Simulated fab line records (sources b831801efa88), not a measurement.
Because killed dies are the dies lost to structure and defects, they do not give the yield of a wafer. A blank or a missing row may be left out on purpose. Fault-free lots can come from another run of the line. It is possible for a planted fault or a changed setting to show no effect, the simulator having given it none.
fab line records -- flow sfq-line
record lots=5, wafers=15, last-day=81
route steps=325 shown M6@255 I6@266 M7@281
lots with no fault: from the same line, run without faults
start-h: start of the lot's first displayed wafer, in hours after the record's first day -- wait-h: hours elapsed since this lot's preceding step -- " the same as in the row above -- L1.1+2: a single row standing in for several wafers -- - value missing, or start not given -- * or withheld: withheld -- < > ~ a bound
route shown NAME@n: names a module that has steps shown in the file, with the first one's number in the route -- usual: mean and standard deviation over wafers with no fault -- same: alike in all rows -- chamber/n: place in a boat -- sites: per-site readings -- _std_site: the values' standard deviation -- _edge_site: inner sites' mean taken away from outer sites' mean -- radius-mm: for every site, how far away it sits from the centre of the wafer -- mask NAME#n: copy n -- behind: the most recent tool/chamber to have shaped the wafer -- hold: why the lot was held/for how many hours/how that ended -- device: names the non-switching transistor (n, p or np) -- end of line: the route-end tests of the same wafers -- a step with no rows: only its recipe -- killed: not the wafer's yield, but the dies lost to structure and defects at the first sort -- map: a wafer's dies, marking killed ones x, the rest . and places with no die _
set.NAME: the run value of the setting; set.NAME@STEP: its run value at that earlier step -- model.NAME: the simulator's own value behind a step, which no gauge read
lots at selected steps of the route; one table per step, one row per wafer
services: a tool's chamber out of use, with start hour (start-h, from the record's first day; less than 0 if before it), hours out, and reason
## steps
# step SFQ_TRILAYER_M6_LITHO_COAT_164
# recipe resist=BARC, spin-rpm=3000, resist-thk-nm=62
# step SFQ_TRILAYER_M6_LITHO_COAT_159
# recipe resist=KrF, spin-rpm=3000, resist-thk-nm=600
# step SFQ_TRILAYER_M6_LITHO_SOFTBAKE_163
# recipe temp-c=withheld, time-s=withheld, resist=KrF
# step SFQ_TRILAYER_M6_LITHO_EXPOSE_160
# recipe mask-id=M6, na=0.6, source-shape=conventional, sigma-outer=0.65, target-cd-nm=500, dose-mj=14.4
# step SFQ_TRILAYER_M6_LITHO_PEB_162
# recipe peb-temp-c=115, peb-time-s=60, resist=KrF
# step SFQ_TRILAYER_M6_LITHO_DEVELOP_161
# recipe time-s=60, resist=KrF
# step SFQ_M6_OVL_MEAS_940
# usual M6_OVL=1/5.8
lot.wafer,tool,chamber,start-h,wait-h,M6_OVL[nm]
L622.3,overlay-01,-,1437.15,0.1,-1
L622.4,overlay-01,-,1437.15,0.1,-2
L622.6,overlay-01,-,1437.15,0.1,0
L623.2,overlay-01,-,1438.35,0.1,5
L623.4,overlay-01,-,1438.35,0.1,9
L623.5,overlay-01,-,1438.35,0.1,4
L631.1,overlay-01,-,1619.26,0.1,-6
L631.3,overlay-01,-,1619.26,0.1,0
L631.5,overlay-01,-,1619.26,0.1,-5
L634.3,overlay-02,-,1656.03,0.1,1
L634.5,overlay-02,-,1656.03,0.1,0
L634.6,overlay-02,-,1656.03,0.1,6
L635.1,overlay-02,-,1710.81,0.1,0
L635.4,overlay-02,-,1710.81,0.1,-9
L635.6,overlay-02,-,1710.81,0.1,0
# step SFQ_TRILAYER_M6_BARC_OPEN_METAL_ETCH_206
# recipe mask-material=PR, chemistry=O2, target-depth-nm=125, target=BARC, icp-w=600, bias-w=80, pressure-mtorr=10, time-s=41.7
# usual drypump-motor-current-A=5.9/0.37, oes-product-au=0.685/0.0046
lot.wafer,tool,chamber,start-h,wait-h,drypump-motor-current-A,oes-product-au,rf-hours-counter-h
L622.3,rie-metal-01,0,1437.22,0.1,5.7,0.687,-
L622.4,rie-metal-01,0,1437.22,0.1,5.7,0.680,-
L622.6,rie-metal-01,0,1437.22,0.1,5.7,0.678,-
L623.2,rie-metal-04,1,1438.38,0.0,5.8,0.686,50
L623.4,rie-metal-04,0,1438.38,0.0,5.2,0.693,-
L623.5,rie-metal-04,0,1438.38,0.0,5.3,0.679,-
L631.1,rie-metal-04,1,1619.30,0.0,5.8,0.680,75
L631.3,rie-metal-04,1,1619.30,0.0,5.8,0.683,-
L631.5,rie-metal-04,0,1619.30,0.0,5.3,0.679,-
L634.3,rie-metal-04,1,1656.07,0.0,5.8,0.690,-
L634.5,rie-metal-04,0,1656.07,0.0,5.3,0.685,-
L634.6,rie-metal-04,1,1656.07,0.0,5.8,0.685,-
L635.1,rie-metal-04,1,1710.85,0.0,5.9,0.687,88
L635.4,rie-metal-04,1,1710.85,0.0,5.9,0.684,-
L635.6,rie-metal-04,0,1710.85,0.0,5.3,0.684,-
# step SFQ_TRILAYER_M6_ETCH_METAL_ETCH_162
# recipe target=Nb, stop-on=SiO2, mask-material=PR, chemistry=Cl2/Ar, target-depth-nm=240, icp-w=600, bias-w=80, pressure-mtorr=10, time-s=120
# usual drypump-motor-current-A=5.9/0.37, oes-product-au=0.894/0.0084
lot.wafer,tool,chamber,start-h,wait-h,drypump-motor-current-A,oes-product-au,rf-hours-counter-h
L622.3,rie-metal-01,0,1437.38,0.1,5.7,0.887,-
L622.4,rie-metal-01,0,1437.38,0.1,5.7,0.893,-
L622.6,rie-metal-01,0,1437.38,0.1,5.7,0.891,-
L623.2,rie-metal-04,1,1438.44,0.0,5.8,0.903,50
L623.4,rie-metal-04,0,1438.44,0.0,5.3,0.899,-
L623.5,rie-metal-04,0,1438.44,0.0,5.2,0.891,-
L631.1,rie-metal-04,1,1619.36,0.0,5.8,0.901,75
L631.3,rie-metal-04,1,1619.36,0.0,5.9,0.889,-
L631.5,rie-metal-04,0,1619.36,0.0,5.3,0.888,-
L634.3,rie-metal-04,1,1656.15,0.1,5.8,0.902,-
L634.5,rie-metal-04,0,1656.15,0.1,5.2,0.900,-
L634.6,rie-metal-04,1,1656.15,0.1,5.8,0.899,-
L635.1,rie-metal-04,1,1710.91,0.0,5.8,0.894,88
L635.4,rie-metal-04,1,1710.91,0.0,5.8,0.897,-
L635.6,rie-metal-04,0,1710.91,0.0,5.3,0.884,-
# step SFQ_TRILAYER_M6_STRIP_STRIP_163
# recipe gas=O2, power-w=200, platen-temp-c=40, overash-fraction=0.65, chemistry=O2, pressure-mtorr=50
# usual drypump-motor-current-A=5.9/0.37, oes-product-au=1.001/0.009
lot.wafer,tool,chamber,start-h,wait-h,drypump-motor-current-A,oes-product-au,rf-hours-counter-h
L622.3,rie-metal-01,0,1437.95,0.5,5.7,1.006,-
L622.4,rie-metal-01,0,1437.95,0.5,5.7,1.009,-
L622.6,rie-metal-01,0,1437.95,0.5,5.7,1.002,-
L623.2,rie-metal-04,1,1438.56,0.1,5.9,0.994,50
L623.4,rie-metal-04,0,1438.56,0.1,5.3,1.001,-
L623.5,rie-metal-04,0,1438.56,0.1,5.3,0.997,-
L631.1,rie-metal-04,1,1619.48,0.1,5.8,1.008,75
L631.3,rie-metal-04,1,1619.48,0.1,5.8,1.015,-
L631.5,rie-metal-04,0,1619.48,0.1,5.3,1.005,-
L634.3,rie-metal-04,1,1656.43,0.2,5.8,1.006,-
L634.5,rie-metal-04,0,1656.43,0.2,5.2,1.003,-
L634.6,rie-metal-04,1,1656.43,0.2,5.8,1.003,-
L635.1,rie-metal-04,1,1711.03,0.1,5.9,1.019,88
L635.4,rie-metal-04,1,1711.03,0.1,5.8,1.012,-
L635.6,rie-metal-04,0,1711.03,0.1,5.2,1.005,-
# step SFQ_TRILAYER_M6_STRIP_SOLV_CLEAN_164
# recipe chemistry=NMP, temp-c=70, time-s=600
# step SFQ_TRILAYER_I6_DEP_PECVD_165
# recipe material=SiO2, temp-c=150, time-s=111.11, pressure-torr=2.4, rf-w=183.3, precursor=SiH4/N2O, target-thk-nm=500
# step SFQ_TRILAYER_I6_CMP_CMP_166
# recipe material=SiO2, down-force-psi=3, platen-rpm=60, pad-velocity-m-s=0.94248
# usual motor-current-A=10.0/1.2, time-to-endpoint-s=218/7.6
lot.wafer,tool,chamber,start-h,wait-h,motor-current-A,time-to-endpoint-s,model.SiO2_of_TRILAYER_I6_DEP_PECVD_165.thk-nm
L622.4,cmp-02,3,1443.91,4.9,7.4,216,199
L622.3,cmp-02,0,1443.91,4.9,10.7,211,198.2
L622.6,cmp-02,1,1443.91,4.9,11.2,214,198.5
L623.4,cmp-01,3,1445.34,5.9,10.7,224,200.4
L623.2,cmp-01,0,1445.34,5.9,9.8,222,201.5
L623.5,cmp-01,2,1446.84,7.4,10.9,222,199.6
L631.3,cmp-01,3,1620.94,0.6,10.3,227,201.3
L631.1,cmp-01,0,1620.94,0.6,10.0,195,251.9
L631.5,cmp-01,0,1623.44,3.1,10.2,202,251.5
L634.3,cmp-02,3,1660.39,3.3,7.9,210,199.2
L634.6,cmp-02,0,1660.39,3.3,10.9,215,199.3
L634.5,cmp-02,1,1660.39,3.3,10.6,216,199
L635.1,cmp-02,3,1711.90,0.0,7.4,210,198.6
L635.4,cmp-02,2,1713.40,1.5,9.3,227,200.9
L635.6,cmp-02,3,1713.40,1.5,7.9,220,200
# step SFQ_I6_BOW_MEAS_941
# recipe mode=bow
# usual I6_BOW=5/11
lot.wafer,tool,chamber,start-h,wait-h,I6_BOW[um]
L622.3,film-metro-02,-,1445.95,1.0,-3
L622.4,film-metro-02,-,1445.95,1.0,-4
L622.6,film-metro-02,-,1445.95,1.0,-8
L623.2,film-metro-03,-,1447.86,1.5,-8
L623.4,film-metro-03,-,1447.86,1.5,-8
L623.5,film-metro-03,-,1447.86,1.5,13
L631.1,film-metro-02,-,1623.94,2.0,-7
L631.3,film-metro-02,-,1623.94,2.0,6
L631.5,film-metro-02,-,1623.94,2.0,-26
L634.3,film-metro-02,-,1661.93,1.0,-7
L634.5,film-metro-02,-,1661.93,1.0,4
L634.6,film-metro-02,-,1661.93,1.0,-7
L635.1,film-metro-01,-,1714.90,2.5,17
L635.4,film-metro-01,-,1714.90,2.5,5
L635.6,film-metro-01,-,1714.90,2.5,16
# step SFQ_TRILAYER_I6_METRO_MEASURE_167
# usual thk-nm=200.1/1.1
lot.wafer,tool,chamber,start-h,wait-h,thk-nm
L622.3,film-metro-02,-,1446.43,0.5,198.1
L622.4,film-metro-02,-,1446.43,0.5,199.0
L622.6,film-metro-02,-,1446.43,0.5,198.4
L623.2,film-metro-03,-,1448.16,0.3,201.7
L623.4,film-metro-03,-,1448.16,0.3,200.3
L623.5,film-metro-03,-,1448.16,0.3,199.8
L631.1,film-metro-02,-,1624.06,0.1,251.8
L631.3,film-metro-02,-,1624.06,0.1,201.2
L631.5,film-metro-02,-,1624.06,0.1,251.6
L634.3,film-metro-02,-,1662.41,0.5,199.2
L634.5,film-metro-02,-,1662.41,0.5,199.1
L634.6,film-metro-02,-,1662.41,0.5,199.2
L635.1,film-metro-01,-,1715.02,0.1,198.8
L635.4,film-metro-01,-,1715.02,0.1,201.0
L635.6,film-metro-01,-,1715.02,0.1,200.0
# step SFQ_TRILAYER_I6_VIA_LITHO_COAT_174
# recipe resist=BARC, spin-rpm=3000, resist-thk-nm=62
# step SFQ_TRILAYER_I6_VIA_LITHO_COAT_169
# recipe resist=KrF, spin-rpm=3000, resist-thk-nm=650
# step SFQ_TRILAYER_I6_VIA_LITHO_SOFTBAKE_173
# recipe temp-c=withheld, time-s=withheld, resist=KrF
# step SFQ_TRILAYER_I6_VIA_LITHO_EXPOSE_170
# recipe mask-id=I6, na=0.6, source-shape=conventional, sigma-outer=0.65, target-cd-nm=700, dose-mj=21.3
# step SFQ_TRILAYER_I6_VIA_LITHO_PEB_172
# recipe peb-temp-c=115, peb-time-s=60, resist=KrF
# step SFQ_TRILAYER_I6_VIA_LITHO_DEVELOP_171
# recipe time-s=60, resist=KrF
# step SFQ_I6_OVL_MEAS_942
# usual I6_OVL=3/4
lot.wafer,tool,chamber,start-h,wait-h,I6_OVL[nm]
L622.3,overlay-02,-,1564.30,0.1,9
L622.4,overlay-02,-,1564.30,0.1,8
L622.6,overlay-02,-,1564.30,0.1,3
L623.2,overlay-01,-,1565.62,0.1,6
L623.4,overlay-01,-,1565.62,0.1,5
L623.5,overlay-01,-,1565.62,0.1,7
L631.1,overlay-01,-,1721.74,0.1,7
L631.3,overlay-01,-,1721.74,0.1,5
L631.5,overlay-01,-,1721.74,0.1,1
L634.3,overlay-02,-,1756.55,0.1,12
L634.5,overlay-02,-,1756.55,0.1,7
L634.6,overlay-02,-,1756.55,0.1,6
L635.1,overlay-01,-,1762.34,0.1,3
L635.4,overlay-01,-,1762.34,0.1,6
L635.6,overlay-01,-,1762.34,0.1,2
# step SFQ_TRILAYER_I6_VIA_BARC_OPEN_VIA_ETCH_235
# recipe mask-material=PR, chemistry=O2, target-depth-nm=125, target=BARC, source-w=500, bias-w=80, pressure-mtorr=30, time-s=41.7
# step SFQ_TRILAYER_I6_VIA_ETCH_VIA_ETCH_172
# recipe target=SiO2, stop-on=Nb, mask-material=PR, taper-deg=20, chemistry=CHF3, target-depth-nm=260, source-w=500, bias-w=80, pressure-mtorr=30, time-s=withheld
# usual drypump-motor-current-A=5.6/0.52, oes-product-au=0.854/0.0049
lot.wafer,tool,chamber,start-h,wait-h,drypump-motor-current-A,oes-product-au,model.etch.depth-nm,model.I6.feature-depth-nm
L622.3,rie-diel-03,3,1564.37,0.0,6.2,0.852,198.2,198.2
L622.4,rie-diel-03,2,1564.37,0.0,5.7,0.852,199,199
L622.6,rie-diel-03,1,1564.37,0.0,6.4,0.845,198.5,198.5
L623.2,rie-diel-02,3,1565.69,0.0,5.4,0.860,201.5,201.5
L623.4,rie-diel-02,2,1565.69,0.0,5.5,0.855,200.4,200.4
L623.5,rie-diel-02,0,1565.69,0.0,5.9,0.857,199.6,199.6
L631.1,rie-diel-02,3,1721.81,0.0,5.4,0.976,251.9,251.9
L631.3,rie-diel-02,1,1721.81,0.0,6.4,0.855,201.3,201.3
L631.5,rie-diel-02,3,1721.81,0.0,5.4,0.974,251.5,251.5
L634.3,rie-diel-01,3,1756.61,0.0,4.8,0.852,199.2,199.2
L634.5,rie-diel-01,1,1756.61,0.0,5.9,0.847,199,199
L634.6,rie-diel-01,0,1756.61,0.0,4.8,0.851,199.3,199.3
L635.1,rie-diel-03,1,1762.41,0.0,6.4,0.851,198.6,198.6
L635.4,rie-diel-03,2,1762.41,0.0,5.7,0.857,200.9,200.9
L635.6,rie-diel-03,0,1762.41,0.0,5.3,0.862,200,200
# step SFQ_TRILAYER_I6_VIA_STRIP_STRIP_173
# recipe gas=O2, power-w=200, platen-temp-c=40, overash-fraction=0.65, chemistry=O2, pressure-mtorr=50
# usual drypump-motor-current-A=5.9/0.38, oes-product-au=1.002/0.008
lot.wafer,tool,chamber,start-h,wait-h,drypump-motor-current-A,oes-product-au,rf-hours-counter-h
L622.3,rie-metal-02,1,1564.68,-,6.2,0.993,-
L622.4,rie-metal-02,0,1564.68,-,6.3,1.000,-
L622.6,rie-metal-02,1,1564.68,-,6.2,0.986,-
L623.2,rie-metal-03,0,1565.80,-,5.7,1.006,58
L623.4,rie-metal-03,0,1565.80,-,5.7,1.004,-
L623.5,rie-metal-03,0,1565.80,-,5.7,0.992,-
L631.1,rie-metal-04,0,1721.93,-,5.3,1.001,26
L631.3,rie-metal-04,1,1721.93,-,5.8,1.007,-
L631.5,rie-metal-04,0,1721.93,-,5.3,1.001,-
L634.3,rie-metal-03,1,1756.93,-,6.3,1.003,-
L634.5,rie-metal-03,0,1756.93,-,5.8,1.010,-
L634.6,rie-metal-03,1,1756.93,-,6.3,1.005,-
L635.1,rie-metal-04,0,1762.53,-,5.2,0.997,30
L635.4,rie-metal-04,1,1762.53,-,5.8,1.016,-
L635.6,rie-metal-04,1,1762.53,-,5.8,1.012,-
# step SFQ_TRILAYER_I6_VIA_STRIP_SOLV_CLEAN_174
# recipe chemistry=NMP, temp-c=70, time-s=600
# step SFQ_TRILAYER_M7_DEP_PRE_CLEAN_176
# recipe gas=Ar, time-s=22.5, bias-v=250
lot.wafer,tool,chamber,start-h,wait-h,model.SiO2_of_TRILAYER_I6_DEP_PECVD_165.thk-nm
L622.3,pvd-sputter-05,-,1565.46,0.0,190.7
L622.4,pvd-sputter-05,-,1565.46,0.0,191.5
L622.6,pvd-sputter-05,-,1565.46,0.0,191
L623.2,pvd-sputter-03,-,1566.58,0.0,194
L623.4,pvd-sputter-03,-,1566.58,0.0,192.9
L623.5,pvd-sputter-03,-,1566.58,0.0,192.1
L631.1,pvd-sputter-06,-,1722.70,0.0,244.4
L631.3,pvd-sputter-06,-,1722.70,0.0,193.8
L631.5,pvd-sputter-06,-,1722.70,0.0,244
L634.3,pvd-sputter-03,-,1757.71,0.0,191.7
L634.5,pvd-sputter-03,-,1757.71,0.0,191.5
L634.6,pvd-sputter-03,-,1757.71,0.0,191.8
L635.1,pvd-sputter-03,-,1763.30,0.0,191.1
L635.4,pvd-sputter-03,-,1763.30,0.0,193.4
L635.6,pvd-sputter-03,-,1763.30,0.0,192.5
# step SFQ_TRILAYER_M7_DEP_SPUTTER_175
# recipe material=Nb, base-pressure-pa=1.33e-06, chamber-pressure-pa=0.1333, substrate-temp-c=20, target-thk-nm=200, power-w=2000, time-s=133.3
# usual throttle-valve-pct=30.1/0.58
lot.wafer,tool,chamber,start-h,wait-h,throttle-valve-pct
L622.3,pvd-sputter-05,-,1565.49,0.0,29.7
L622.4,pvd-sputter-05,-,1565.49,0.0,30.3
L622.6,pvd-sputter-05,-,1565.49,0.0,30.1
L623.2,pvd-sputter-03,-,1566.61,0.0,29.5
L623.4,pvd-sputter-03,-,1566.61,0.0,29.9
L623.5,pvd-sputter-03,-,1566.61,0.0,29.7
L631.1,pvd-sputter-06,-,1722.73,0.0,29.5
L631.3,pvd-sputter-06,-,1722.73,0.0,28.4
L631.5,pvd-sputter-06,-,1722.73,0.0,30.7
L634.3,pvd-sputter-03,-,1757.74,0.0,29.9
L634.5,pvd-sputter-03,-,1757.74,0.0,30.0
L634.6,pvd-sputter-03,-,1757.74,0.0,30.2
L635.1,pvd-sputter-03,-,1763.33,0.0,30.1
L635.4,pvd-sputter-03,-,1763.33,0.0,29.6
L635.6,pvd-sputter-03,-,1763.33,0.0,30.2
## services
tool,chamber,start-h,hours,kind
cmp-02,-,1415.65,3.3,repair
film-metro-02,-,1417.18,0.3,pm
rie-diel-02,0,1422.31,1.7,repair
cmp-01,-,1422.52,12.3,repair
rie-metal-03,-,1432.40,2.8,pm
rie-metal-01,1,1433.67,11.6,repair
cmp-01,-,1434.84,4.0,pm
pvd-sputter-05,-,1444.33,3.9,repair
rie-metal-01,1,1448.75,8.4,repair
film-metro-02,-,1466.39,0.1,pm
rie-metal-04,0,1522.88,26.9,repair
rie-metal-04,-,1526.55,2.8,pm
cmp-02,-,1539.58,2.9,pm
film-metro-02,-,1580.61,1.4,pm
film-metro-02,-,1581.96,1.2,pm
cmp-02,-,1600.44,4.0,pm
cmp-02,-,1605.49,4.6,pm
rie-metal-01,-,1611.24,4.3,pm
cmp-02,-,1631.31,1.8,repair
film-metro-02,-,1663.21,1.0,pm
rie-metal-04,-,1684.78,4.3,pm
rie-metal-01,1,1688.84,26.0,repair
film-metro-02,-,1711.39,0.6,pm
cmp-02,-,1761.90,0.8,repair
## key
first-sign step=SFQ_TRILAYER_I6_CMP_CMP_166, reading=time-to-endpoint-s, direction=down, sigmas=2.6, usual=*, struck=*
effect step=SFQ_TRILAYER_I6_METRO_MEASURE_167, reading=thk-nm, direction=up, sigmas=47, usual=200.1, struck=251.7
effect step=SFQ_TRILAYER_I6_VIA_ETCH_VIA_ETCH_172, reading=oes-product-au, direction=up, sigmas=25, usual=0.854, struck=0.975
model-effect step=SFQ_TRILAYER_I6_CMP_CMP_166, value=SiO2_of_TRILAYER_I6_DEP_PECVD_165.thk-nm, without=201.7, struck=251.7
model-effect step=SFQ_TRILAYER_I6_VIA_ETCH_VIA_ETCH_172, value=etch.depth-nm, without=201.7, struck=251.7
model-effect step=SFQ_TRILAYER_M7_DEP_PRE_CLEAN_176, value=SiO2_of_TRILAYER_I6_DEP_PECVD_165.thk-nm, without=194.2, struck=244.2
met-at SFQ_TRILAYER_I6_CMP_CMP_166
struck-wafers L631.1,L631.5
onset-between 1445.34 1620.94
fault kind=process-parameter-drift, tool=cmp-01, chamber=0, onset-h=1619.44, steps=SFQ_TRILAYER_I6_CMP_CMP_166, channel=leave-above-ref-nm, offset=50, shape=step, end-h=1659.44, acts-in=these-recipes-only, stated=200
